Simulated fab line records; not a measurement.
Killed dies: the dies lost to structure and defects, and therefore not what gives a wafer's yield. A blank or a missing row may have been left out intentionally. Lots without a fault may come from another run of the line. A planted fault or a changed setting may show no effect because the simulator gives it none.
fab line records	flow sky130
record lots=13	wafers=39	last_day=50
route steps=708 shown LOCAL_INTERCONNECT@397 CONTACT@406 VIA1@482 VIA2@521
lots that met no fault: taken from a fault-free run of the same line
start_h: start of the lot's first displayed wafer, in hours after the record's first day	wait_h: hours from the lot's prior step to this one	" repeats the value in the row above	L1.1+2: one row covering several wafers at once	- either no value or no given start	* or withheld: withheld	< > ~ a bound
route shown NAME@n: NAME is a module with steps in the file, n the number in the route of the first one	usual: mean/standard deviation of fault-free wafers	same: alike in all rows	chamber/n: place in a boat	sites: readings site by site	_std_site: standard deviation of those values	_edge_site: outer sites' mean less inner sites'	radius_mm: how far each site lies from the wafer's centre	mask NAME#n: copy n	behind: the most recent tool/chamber to have shaped the wafer	hold: what put the lot on hold/how long, in hours/how the hold closed	device: whichever transistor did not switch (one of n, p or np)	end of line: the route-end tests of the same wafers	step lacking rows: just its recipe	killed: the dies lost at the first sort to structure and to defects; this is not the yield of the wafer	map: a wafer's dies, marking killed ones x, the rest . and places with no die _
set.NAME: the setting the step ran with; set.NAME@STEP: the setting that earlier step ran with	model.NAME: the simulator's own value behind a step, which no gauge read
one table for each step of the route and one row for each wafer, over a sample of lots
services: when a tool's chamber went out of use (start_h, in hours from the record's first day, below 0 if earlier), for how many hours, and the reason
## steps
# step SKY_LOCAL_INTERCONNECT_DEVELOP_10
# recipe develop_time_s=60	resist=KrF-thick	dev_temp_c=21
# usual developer_temp_C=21.01/0.11
lot.wafer	tool	chamber	start_h	wait_h	developer_temp_C
L408.1	litho_track-04	0	724	-	20.85
L408.4	"	0	"	"	20.79
L408.5	"	0	"	"	21.09
L411.1	litho_track-02	0	742	-	21.00
L411.3	"	0	743	-	21.05
L411.6	"	0	"	"	20.93
L414.3	litho_track-02	0	767	-	20.99
L414.4	"	0	"	"	21.16
L414.5	"	0	"	"	21.10
L415.1	litho_track-04	0	775	-	21.04
L415.3	"	0	"	"	20.87
L415.6	"	0	"	"	20.94
L416.2	litho_track-04	0	785	-	20.93
L416.3	"	0	"	"	21.02
L416.4	"	0	"	"	20.97
L418.1	litho_track-04	0	798	-	21.06
L418.2	"	0	"	"	20.93
L418.3	"	0	"	"	20.91
L420.1	litho_track-04	0	810	-	23.12
L420.3	"	0	"	"	23.20
L420.4	"	0	"	"	23.28
L419.2	litho_track-03	0	813	-	20.95
L419.3	"	0	"	"	20.92
L419.4	"	0	"	"	20.89
L422.1	litho_track-04	0	830	-	23.21
L422.2	"	0	"	"	23.29
L422.4	"	0	"	"	23.17
L424.2	litho_track-02	0	840	-	20.94
L424.5	"	0	"	"	20.97
L424.6	"	0	"	"	20.96
L428.2	litho_track-03	0	865	-	21.08
L428.3	"	0	"	"	20.89
L428.6	"	0	"	"	20.89
L429.2	litho_track-03	0	876	-	21.01
L429.4	"	0	"	"	21.13
L429.6	"	0	"	"	21.10
L430.4	litho_track-02	0	884	-	21.11
L430.5	"	0	"	"	21.14
L430.6	"	0	"	"	21.13
# step SKY_CONTACT_CVD_00
# recipe material=Si3N4	target_thk_nm=75	temp_c=400	time_s=withheld	rf_w=450
# usual heater_power_w=706/75
lot.wafer	tool	chamber	start_h	wait_h	heater_power_w
L408.1	pecvd-04	0	725.79	0.0	762
L408.4	"	2	"	"	779
L408.5	"	0	"	"	752
L411.1	pecvd-04	1	744.02	0.0	588
L411.3	"	0	"	"	847
L411.6	"	1	"	"	598
L414.3	pecvd-03	0	768.83	0.0	709
L414.4	"	2	"	"	654
L414.5	"	0	"	"	705
L415.1	pecvd-04	0	776.78	0.0	690
L415.3	"	1	"	"	526
L415.6	"	1	"	"	530
L416.2	pecvd-01	2	786.55	0.0	732
L416.3	"	0	"	"	733
L416.4	"	0	"	"	737
L418.1	pecvd-04	1	799.36	0.0	603
L418.2	"	0	"	"	846
L418.3	"	2	"	"	761
L420.1	pecvd-03	2	811.95	0.0	679
L420.3	"	0	"	"	589
L420.4	"	2	"	"	685
L419.2	pecvd-01	2	814.27	0.0	737
L419.3	"	0	"	"	735
L419.4	"	2	"	"	750
L422.1	pecvd-01	1	831.42	0.0	754
L422.2	"	0	"	"	716
L422.4	"	0	"	"	742
L424.2	pecvd-01	0	841.26	0.0	715
L424.5	"	2	"	"	721
L424.6	"	0	"	"	711
L428.2	pecvd-04	2	866.78	0.0	763
L428.3	"	0	"	"	751
L428.6	"	2	"	"	751
L429.2	pecvd-01	2	877.13	0.0	608
L429.4	"	1	"	"	774
L429.6	"	2	"	"	620
L430.4	pecvd-03	1	885.08	0.0	709
L430.5	"	2	"	"	766
L430.6	"	0	"	"	646
# step SKY_VIA1_CMP_24
# recipe stop_on=SiO2	t_overpolish_s=15	down_force_psi=3.5	platen_rpm=60	target_thk_nm=0	pad_velocity_m_s=0.94248
# usual motor_current_A=10.9/1.1	overpolish_run_s=15.001/0.0095	time_to_endpoint_s=67/3.8
lot.wafer	tool	chamber	start_h	wait_h	motor_current_A	overpolish_run_s	time_to_endpoint_s
L408.4	cmp-01	2	812.22	0.1	8.2	15.004	62
L408.1	"	3	"	"	12.0	15.008	65
L408.5	"	1	"	"	10.1	14.999	74
L411.1	cmp-02	0	833.30	0.1	11.4	15.014	61
L411.3	"	1	"	"	11.1	15.000	62
L411.6	"	0	"	"	11.3	14.998	59
L414.4	cmp-01	3	852.85	0.1	11.7	14.977	66
L414.3	"	0	"	"	11.4	14.994	69
L414.5	"	3	"	"	11.4	14.991	64
L415.1	cmp-01	2	860.41	0.1	8.8	14.999	67
L415.3	"	3	"	"	11.3	15.003	69
L415.6	"	2	"	"	8.8	14.996	63
L416.4	cmp-02	0	870.78	0.0	11.7	15.003	66
L416.2	"	1	"	"	11.1	14.994	65
L416.3	"	3	"	"	11.9	15.014	67
L418.2	cmp-01	0	882.13	0.1	11.0	15.009	73
L418.1	"	1	"	"	10.4	15.001	73
L418.3	"	2	"	"	8.3	15.007	67
L420.3	cmp-02	2	895.72	0.0	11.1	15.005	68
L420.4	"	0	"	"	11.7	15.002	70
L420.1	"	1	"	"	11.1	15.009	65
L419.4	cmp-02	0	897.61	0.2	11.6	14.998	65
L419.3	"	1	"	"	10.6	15.004	63
L419.2	"	2	"	"	11.7	15.009	68
L422.1	cmp-01	2	913.64	0.1	8.1	14.990	61
L422.4	"	3	"	"	12.0	15.005	61
L422.2	"	1	"	"	10.3	15.005	67
L424.2	cmp-01	3	923.42	0.1	11.6	14.993	65
L424.6	"	1	"	"	10.4	14.987	70
L424.5	"	2	"	"	8.1	15.025	65
L428.3	cmp-02	3	947.82	0.1	11.7	14.997	65
L428.2	"	0	"	"	11.5	15.001	66
L428.6	"	2	"	"	10.7	15.000	67
L429.4	cmp-01	1	957.09	0.1	10.2	14.989	69
L429.2	"	2	"	"	8.6	14.999	61
L429.6	"	3	"	"	10.9	15.003	62
L430.4	cmp-02	0	965.83	0.2	11.8	14.999	64
L430.5	"	1	"	"	11.6	15.017	64
L430.6	"	2	"	"	11.4	14.994	65
# step SKY_VIA2_ETCH_14
# recipe chemistry=N2/H2	target=BARC	ion_energy_ev=200	source_w=500	bias_w=100	pressure_mtorr=30	n2_flow_sccm=100	h2_flow_sccm=200	stop_on=SiO2	time_s=45.9	target_depth_a=600
# usual bias_w=100.0/0.31	drypump_motor_current_A=5.7/0.37	oes_product_au=0.858/0.0048	throttle_valve_pct=13.226/0.0088
lot.wafer	tool	chamber	start_h	wait_h	bias_w	drypump_motor_current_A	oes_product_au	rf_hours_counter_h	throttle_valve_pct
L408.1	rie_diel-03	2	866.61	0.0	99.5	5.2	0.855	12	13.231
L408.4	"	1	"	"	99.8	5.4	0.847	15	13.215
L408.5	"	1	"	"	99.6	5.4	0.850	-	13.239
L411.1	rie_diel-04	0	887.13	0.0	99.5	6.1	0.858	26	13.211
L411.3	"	3	"	"	100.3	6.1	0.858	18	13.229
L411.6	"	1	"	"	100.6	5.9	0.852	-	13.225
L414.3	rie_diel-03	1	906.08	0.0	100.4	5.4	0.858	17	13.231
L414.4	"	0	"	"	99.7	6.1	0.859	4	13.234
L414.5	"	0	"	"	99.9	6.0	0.862	-	13.218
L415.1	rie_diel-04	3	913.38	0.0	99.4	6.1	0.851	19	13.242
L415.3	"	0	"	"	99.5	6.1	0.858	27	13.225
L415.6	"	0	"	"	99.5	6.1	0.860	-	13.217
L416.2	rie_diel-01	2	923.81	0.0	100.0	5.8	0.853	26	13.236
L416.3	"	0	"	"	100.5	5.4	0.849	8	13.230
L416.4	"	1	"	"	100.0	5.7	0.857	7	13.214
L418.1	rie_diel-01	0	934.29	0.0	99.6	5.3	0.861	8	13.217
L418.2	"	1	"	"	99.6	5.6	0.851	7	13.228
L418.3	"	2	"	"	100.2	5.8	0.868	26	13.214
L420.1	rie_diel-03	1	947.31	0.0	100.1	5.4	0.861	18	13.227
L420.3	"	2	"	"	100.0	5.2	0.856	14	13.239
L420.4	"	2	"	"	100.4	5.2	0.861	-	13.229
L419.2	rie_diel-01	2	949.36	0.0	99.9	5.8	0.863	27	13.233
L419.3	"	1	"	"	100.3	5.6	0.856	8	13.221
L419.4	"	3	"	"	100.2	6.1	0.858	14	13.232
L422.1	rie_diel-01	3	964.87	0.0	100.0	6.1	0.859	15	13.229
L422.2	"	0	"	"	100.0	5.3	0.867	9	13.225
L422.4	"	1	"	"	100.2	5.6	0.857	8	13.218
L424.2	rie_diel-03	1	974.34	0.0	100.1	5.4	0.862	19	13.228
L424.5	"	1	"	"	100.3	5.4	0.857	-	13.230
L424.6	"	2	"	"	99.9	5.2	0.866	-	13.228
L428.2	rie_diel-03	1	998.76	0.0	99.6	5.4	0.860	20	13.237
L428.3	"	0	"	"	100.0	6.0	0.858	6	13.234
L428.6	"	0	"	"	100.2	6.0	0.851	-	13.217
L429.2	rie_diel-03	0	1006.71	0.0	100.1	6.0	0.857	6	13.213
L429.4	"	2	"	"	100.4	5.2	0.865	16	13.230
L429.6	"	1	"	"	100.4	5.4	0.858	-	13.238
L430.4	rie_diel-04	1	1015.33	0.0	100.5	5.8	0.862	8	13.221
L430.5	"	3	"	"	100.2	6.1	0.865	-	13.211
L430.6	"	0	"	"	99.8	6.1	0.863	-	13.202
## services
tool	chamber	start_h	hours	kind
rie_diel-03	1	707.61	32.4	repair
cmp-01	-	709.92	23.8	repair
pecvd-01	-	714.56	28.1	pm
rie_diel-03	-	727.40	0.9	repair
pecvd-04	-	733.53	2.5	repair
cmp-01	-	734.46	1.3	repair
cmp-02	-	743.35	4.8	pm
cmp-01	-	744.08	4.0	pm
cmp-02	-	752.78	0.2	repair
rie_diel-03	0	765.71	7.6	repair
cmp-02	-	788.58	0.3	repair
cmp-02	-	796.92	5.1	pm
pecvd-01	1	800.42	10.0	repair
pecvd-01	-	813.28	0.5	repair
pecvd-04	-	814.12	14.6	pm
cmp-01	-	830.29	0.9	repair
pecvd-04	-	852.31	1.0	repair
pecvd-04	2	876.09	2.2	repair
cmp-01	-	895.70	7.0	pm
cmp-02	-	912.00	4.0	pm
pecvd-04	0	919.77	2.6	repair
pecvd-01	-	932.53	6.0	pm
rie_diel-03	0	940.75	26.5	repair
cmp-02	-	970.80	5.8	repair
## key
first_sign step=SKY_LOCAL_INTERCONNECT_DEVELOP_10	reading=developer_temp_C	direction=up	sigmas=21	usual=*	struck=*
effect none on later readings
met_at SKY_LOCAL_INTERCONNECT_DEVELOP_10
struck_lots L420,L422
tester_left_out L420,L422
not_acting_at SKY_CONTACT_CVD_00,SKY_VIA1_CMP_24,SKY_VIA2_ETCH_14
onset_between 798 810
fault kind=process_parameter_drift	tool=litho_track-04	chamber=-	onset_h=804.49	steps=SKY_LOCAL_INTERCONNECT_DEVELOP_10	channel=dev_temp_c	offset=*	shape=step	end_h=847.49	acts_in=*	stated=*
# tester_left_out: of these lots the tester's yield and bins aren't shown, on N5 and GAA mostly nor the transistor test; their killed dies are dies lost to structure and defects alone, not to doping, threshold or leakage, so they don't give the yield
